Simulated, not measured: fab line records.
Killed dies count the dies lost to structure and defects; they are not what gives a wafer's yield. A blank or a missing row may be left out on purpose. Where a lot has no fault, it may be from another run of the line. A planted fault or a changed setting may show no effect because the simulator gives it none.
Matching of chambers / flow sky130 / SKY_VIA1_ETCH_15 on rie-diel-04: 4 sister chambers
The step etches SiO2 in C4F8/O2/Ar, stops on TiN, target depth 351 nm, time 54 s. 4 wafers are shown with their chamber, then 9 later ones without.

## WAFERS, EACH WITH ITS CHAMBER
wafer=L090.1; chamber=2; oes-product-au (a.u.)=0.984
wafer=L092.1; chamber=1; oes-product-au (a.u.)=0.994
wafer=L092.2; chamber=0; oes-product-au (a.u.)=0.983
wafer=L092.6; chamber=3; oes-product-au (a.u.)=0.975

## WAFERS WHOSE CHAMBER IS MISSING
wafer=L093.1; oes-product-au (a.u.)=0.978
wafer=L093.2; oes-product-au (a.u.)=0.992
wafer=L093.3; oes-product-au (a.u.)=0.984
wafer=L093.4; oes-product-au (a.u.)=0.976
wafer=L093.5; oes-product-au (a.u.)=0.962
wafer=L093.6; oes-product-au (a.u.)=0.986
wafer=L096.2; oes-product-au (a.u.)=0.979
wafer=L096.3; oes-product-au (a.u.)=0.974
wafer=L096.4; oes-product-au (a.u.)=0.984

## CHAMBER TAKEN BY EACH
wafer=L093.1; from the rows above=can't be placed: 3 or 0 or 2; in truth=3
wafer=L093.2; from the rows above=can't be placed: 1 or 2 or 0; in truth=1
wafer=L093.3; from the rows above=can't be placed: 2 or 0 or 3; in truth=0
wafer=L093.4; from the rows above=can't be placed: 3 or 0 or 2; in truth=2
wafer=L093.5; from the rows above=can't be placed: 3 or 0 or 2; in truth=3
wafer=L093.6; from the rows above=can't be placed: 2 or 0 or 1 or 3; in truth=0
wafer=L096.2; from the rows above=can't be placed: 0 or 3 or 2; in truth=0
wafer=L096.3; from the rows above=can't be placed: 3 or 0 or 2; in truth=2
wafer=L096.4; from the rows above=can't be placed: 2 or 0 or 3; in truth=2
0 of 9 placed correctly. From these rows, 9 cannot be placed; in 9 the true chamber is one of the candidates. Placed wrongly: 0.
How it was worked out, from the rows above alone: a wafer's distance from a chamber is the root of the sum, over the readings, of the square of ((its reading less the chamber's mean) divided by the reading's scatter). If the next closest chamber is less than 2 further off than the closest, the wafer can't be placed; otherwise it belongs to the closest. A chamber's mean is the mean of its shown wafers. The scatter: root of mean squared gap, hidden wafer to nearest shown wafer, with one shown wafer a chamber.
